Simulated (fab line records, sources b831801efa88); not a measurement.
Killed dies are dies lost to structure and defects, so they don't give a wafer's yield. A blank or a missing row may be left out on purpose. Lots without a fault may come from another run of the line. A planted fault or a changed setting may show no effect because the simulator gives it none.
Which tool did it? | flow gf180mcu | 24 lots, 72 wafers sampled, at 4 steps of a route of 602

WHAT THE GAUGES READ, wafer by wafer
GF_SAB_OVL_MEAS_10.
lot  | measured     | on         | SAB_OVL (nm)
L074 | day 14 20:19 | overlay-01 | 1.0 1.4 0.2
L075 | day 15 06:40 | overlay-02 | 1.3 -0.5 0.6
L076 | day 15 18:14 | overlay-01 | 0.0 -0.7 0.0
L077 | day 16 00:33 | overlay-02 | -0.9 -0.4 -0.2
L078 | day 16 10:28 | overlay-01 | 1.8 0.5 2.8
L079 | day 17 01:32 | overlay-02 | 1.6 0.5 1.0
L080 | day 17 12:01 | overlay-01 | -1.7 -0.7 0.2
L081 | day 17 19:17 | overlay-02 | 0.3 0.9 -1.1
L082 | day 18 01:23 | overlay-02 | 2.6 0.8 2.2
L083 | day 18 08:19 | overlay-02 | -0.4 -0.7 -1.3
L084 | day 18 13:40 | overlay-01 | 0.7 0.4 1.1
L085 | day 19 05:50 | overlay-02 | 1.6 -1.1 1.0
L086 | day 19 09:56 | overlay-02 | -2.6 -0.6 0.4
L087 | day 19 20:47 | overlay-01 | -0.3 -0.1 0.0
L088 | day 20 04:05 | overlay-02 | 0.9 0.6 0.6
L089 | day 20 14:08 | overlay-01 | 1.5 0.1 0.6
L090 | day 20 18:08 | overlay-02 | -2.0 -3.8 -0.8
L091 | day 21 05:22 | overlay-01 | 0.2 -1.0 0.4
L092 | day 21 20:46 | overlay-02 | -1.3 -1.7 -2.9
L093 | day 22 01:47 | overlay-01 | 1.5 1.4 1.9
L094 | day 22 02:44 | overlay-01 | 1.8 3.5 1.0
L095 | day 22 15:56 | overlay-01 | -0.8 0.2 -0.5
L096 | day 22 23:59 | overlay-02 | 0.9 2.5 2.8
L097 | day 23 09:13 | overlay-01 | -1.2 0.6 -2.9

GF_CONTACT_CD_MEAS_14: target cd 220 nm.
lot  | measured     | on        | cd_nm (nm)
L074 | day 15 18:58 | cd_sem-02 | 220.9 221.6 220.1
L075 | day 16 05:41 | cd_sem-01 | 217.7 217.9 216.6
L076 | day 16 17:28 | cd_sem-02 | 221.1 220.0 221.6
L077 | day 17 00:50 | cd_sem-01 | 219.8 220.6 219.4
L078 | day 17 10:34 | cd_sem-01 | 220.9 219.5 219.8
L079 | day 18 01:49 | cd_sem-01 | 219.9 219.4 218.4
L080 | day 18 12:32 | cd_sem-01 | 223.5 220.4 221.4
L081 | day 18 19:46 | cd_sem-02 | 217.5 218.3 217.5
L082 | day 19 02:08 | cd_sem-01 | 223.4 223.6 222.7
L083 | day 19 09:43 | cd_sem-01 | 221.3 220.9 220.0
L084 | day 19 14:47 | cd_sem-01 | 217.4 217.9 218.4
L085 | day 20 07:26 | cd_sem-01 | 221.3 220.6 221.8
L086 | day 20 11:20 | cd_sem-02 | 218.1 217.6 217.1
L087 | day 20 22:13 | cd_sem-01 | 218.5 218.2 218.3
L088 | day 21 05:31 | cd_sem-01 | 220.9 221.9 220.3
L089 | day 21 15:52 | cd_sem-01 | 220.5 220.5 220.4
L090 | day 21 19:38 | cd_sem-02 | 218.0 219.4 219.8
L091 | day 22 07:42 | cd_sem-02 | 220.6 221.0 219.4
L092 | day 22 22:26 | cd_sem-01 | 220.5 219.0 218.6
L093 | day 23 03:29 | cd_sem-02 | 218.6 218.5 218.5
L094 | day 23 03:47 | cd_sem-02 | 221.4 220.4 221.3
L095 | day 23 17:34 | cd_sem-01 | 220.5 221.7 222.2
L096 | day 24 00:47 | cd_sem-01 | 218.4 216.9 216.0
L097 | day 24 09:55 | cd_sem-01 | 222.8 220.2 221.1

GF_V3_THK_MEAS_25: measures by xrf.
lot  | measured     | on            | V3_W_THK (nm)
L074 | day 22 01:25 | film_metro-02 | 360 366 360
L075 | day 22 13:40 | film_metro-01 | 355 360 362
L076 | day 23 01:22 | film_metro-01 | 353 361 358
L077 | day 23 08:31 | film_metro-01 | 363 364 364
L078 | day 23 17:01 | film_metro-03 | 354 354 356
L079 | day 24 12:01 | film_metro-02 | 350 357 353
L080 | day 24 20:50 | film_metro-03 | 355 360 362
L081 | day 25 03:14 | film_metro-02 | 354 356 359
L082 | day 25 08:56 | film_metro-01 | 355 352 358
L083 | day 25 13:17 | film_metro-01 | 356 357 361
L084 | day 26 01:01 | film_metro-02 | 367 367 360
L085 | day 26 10:22 | film_metro-01 | 363 360 361
L086 | day 26 13:14 | film_metro-02 | 360 361 364
L087 | day 27 02:07 | film_metro-03 | 358 359 353
L088 | day 27 05:58 | film_metro-02 | 358 356 361
L089 | day 27 14:27 | film_metro-02 | 365 363 362
L090 | day 27 20:34 | film_metro-03 | 352 356 353
L091 | day 28 03:38 | film_metro-01 | 357 357 355
L092 | day 28 19:20 | film_metro-03 | 350 351 350
L093 | day 28 20:29 | film_metro-01 | 359 363 360
L094 | day 28 23:00 | film_metro-03 | 354 354 346
L095 | day 29 06:30 | film_metro-02 | 363 362 358
L096 | day 29 14:59 | film_metro-01 | 354 349 356
L097 | day 29 21:20 | film_metro-03 | 353 346 346

WHICH TOOL RAN EACH LOT (tool, then ch and the chambers of the sampled wafers, then the start)
lot  | GF_M2_SPUTTER_01
L074 | pvd_sputter-03, day 17 20:22
L075 | pvd_sputter-04, day 18 06:44
L076 | pvd_sputter-04, day 18 19:16
L077 | pvd_sputter-01, day 19 03:07
L078 | pvd_sputter-01, day 19 13:25
L079 | pvd_sputter-04, day 20 06:40
L080 | pvd_sputter-01, day 20 16:25
L081 | pvd_sputter-04, day 21 00:07
L082 | pvd_sputter-03, day 21 06:52
L083 | pvd_sputter-01, day 21 13:50
L084 | pvd_sputter-01, day 21 19:24
L085 | pvd_sputter-01, day 22 12:31
L086 | pvd_sputter-01, day 22 15:22
L087 | pvd_sputter-01, day 23 02:14
L088 | pvd_sputter-04, day 23 10:50
L089 | pvd_sputter-01, day 23 19:20
L090 | pvd_sputter-04, day 23 22:55
L091 | pvd_sputter-01, day 24 10:46
L092 | pvd_sputter-01, day 25 04:23
L093 | pvd_sputter-01, day 25 06:29
L094 | pvd_sputter-04, day 25 07:23
L095 | pvd_sputter-04, day 25 17:26
L096 | pvd_sputter-01, day 26 03:02
L097 | pvd_sputter-01, day 26 07:40
- GF_M2_SPUTTER_01: material TiN, target thk 30 nm, time 25 s.

WHAT THE TOOLS THEMSELVES READ (means of the sampled wafers that have a number; where no wafer has one, the mark that the record gives instead)
GF_M2_SPUTTER_01.
lot  | tool           | throttle_valve_pct (%)
L074 | pvd_sputter-03 | 29.8
L075 | pvd_sputter-04 | 30.0
L076 | pvd_sputter-04 | 31.2
L077 | pvd_sputter-01 | 29.9
L078 | pvd_sputter-01 | 29.5
L079 | pvd_sputter-04 | 30.9
L080 | pvd_sputter-01 | 29.9
L081 | pvd_sputter-04 | 30.8
L082 | pvd_sputter-03 | 29.5
L083 | pvd_sputter-01 | 30.0
L084 | pvd_sputter-01 | 30.1
L085 | pvd_sputter-01 | 29.7
L086 | pvd_sputter-01 | 30.1
L087 | pvd_sputter-01 | 30.0
L088 | pvd_sputter-04 | 30.9
L089 | pvd_sputter-01 | 29.8
L090 | pvd_sputter-04 | 30.4
L091 | pvd_sputter-01 | 29.9
L092 | pvd_sputter-01 | 30.0
L093 | pvd_sputter-01 | 30.0
L094 | pvd_sputter-04 | 31.0
L095 | pvd_sputter-04 | 30.7
L096 | pvd_sputter-01 | 30.1
L097 | pvd_sputter-01 | 29.7

THE ANSWER, worked out from the rows above alone
Rule: what is usual is taken from the lots themselves. Put in order of their means at a reading, lots are off if they are a third of the lots or fewer, leave a main group of 4 or more, and stand apart from it by a gap of 3 or more times the standard deviation of the main group's means; of several such gaps the widest counts. A main group whose means are all the same, to the digits that the tables above print for the reading, isn't used. A lot without any number at a reading at which 4 lots or more have one is off too. The other lots that the step has rows for count as sound. The gauges are gone through in route order, then the tools' own readings, and for those a lot's mean is taken as printed above. The first step at which some lot is off is used, and at that step the reading that is off furthest; a lot without a number counts as furthest.
No lot is off at any reading shown: from this, nothing can be told.

WHAT THE SIMULATOR HAD PUT IN
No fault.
